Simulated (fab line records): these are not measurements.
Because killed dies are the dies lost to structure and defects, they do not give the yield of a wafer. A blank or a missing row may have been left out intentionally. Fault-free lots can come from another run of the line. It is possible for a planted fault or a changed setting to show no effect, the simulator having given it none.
One fault through the eyes of 2 desks	flow sky130	each desk has only its own numbers; what lay behind them comes last

## TOOL OWNER'S DESK, furnace-01
The tool's own readings at SKY_NWELL_OXIDATION_01 (stabilise 600 s, purge 300 s, target thk 10 nm): means of the sampled wafers that have a number, for each lot that ran on this tool. Marked OUT: a lot whose mean sits more than 4 standard deviations from the usual mean, which makes it out of limits; the brackets give that distance.
Columns: A = spike tc lower C at SKY_NWELL_OXIDATION_01, usual 899.7 C; B = zone power upper pct at SKY_NWELL_OXIDATION_01, usual 17.06 %
lot	first seen here	A	B
L816	day 2 13:44	899.9	16.85
L818	day 2 20:44	900.5	16.99
L819	day 3 02:14	899.2	16.79
L830	day 5 14:14	899.2	17.01
L831	day 5 15:38	899.2	16.78
Finding of this desk: none of the 5 lots has anything out of limits.

## THE METROLOGY DESK
What the gauges read, lot by lot, whatever tool the lot ran on: means of the sampled wafers that have a number. Marked OUT: a lot whose mean sits more than 4 standard deviations from the usual mean, which makes it out of limits; the brackets give that distance.
Columns: A = FIELD_ISO_OXIDATION_01_THK at SKY_FIELD_ISO_THK_MEAS_23, usual 9.96 nm; B = FIELD_ISO_CVD_24_THK at SKY_FIELD_ISO_THK_MEAS_25, usual 597 nm; C = NWELL_OXIDATION_THK at SKY_NWELL_THK_MEAS_02, usual 9.96 nm; D = DNWELL_TW at SKY_DNWELL_TW_MEAS_09, usual 1107; E = PWDE_OVL at SKY_PWDE_OVL_MEAS_07, usual 0.1 nm; F = PWDE_TW at SKY_PWDE_TW_MEAS_10, usual 372.2
lot	first seen here	A	B	C	D	E	F
L816	day 2 08:00	9.90	600	10.06	1111	-0.4	371.4
L818	day 2 16:52	10.16	601	9.54	1098	-1.7	372.9
L819	day 2 23:18	9.88	598	9.93	1104	-0.8	371.7
L830	day 5 11:19	10.10	592	10.01	1105	0.4	372.6
L831	day 5 12:02	9.69	596	10.51	1104	1.3	371.7
L833	day 5 23:26	9.96	595	9.97	1110	-0.9	373.3
Finding of this desk: none of the 6 lots has anything out of limits.

## PUT TOGETHER
The desk of the tool owner found nothing out of limits.
The metrology desk saw nothing out of limits.

## WHAT HAD BEEN PUT IN BY THE SIMULATOR
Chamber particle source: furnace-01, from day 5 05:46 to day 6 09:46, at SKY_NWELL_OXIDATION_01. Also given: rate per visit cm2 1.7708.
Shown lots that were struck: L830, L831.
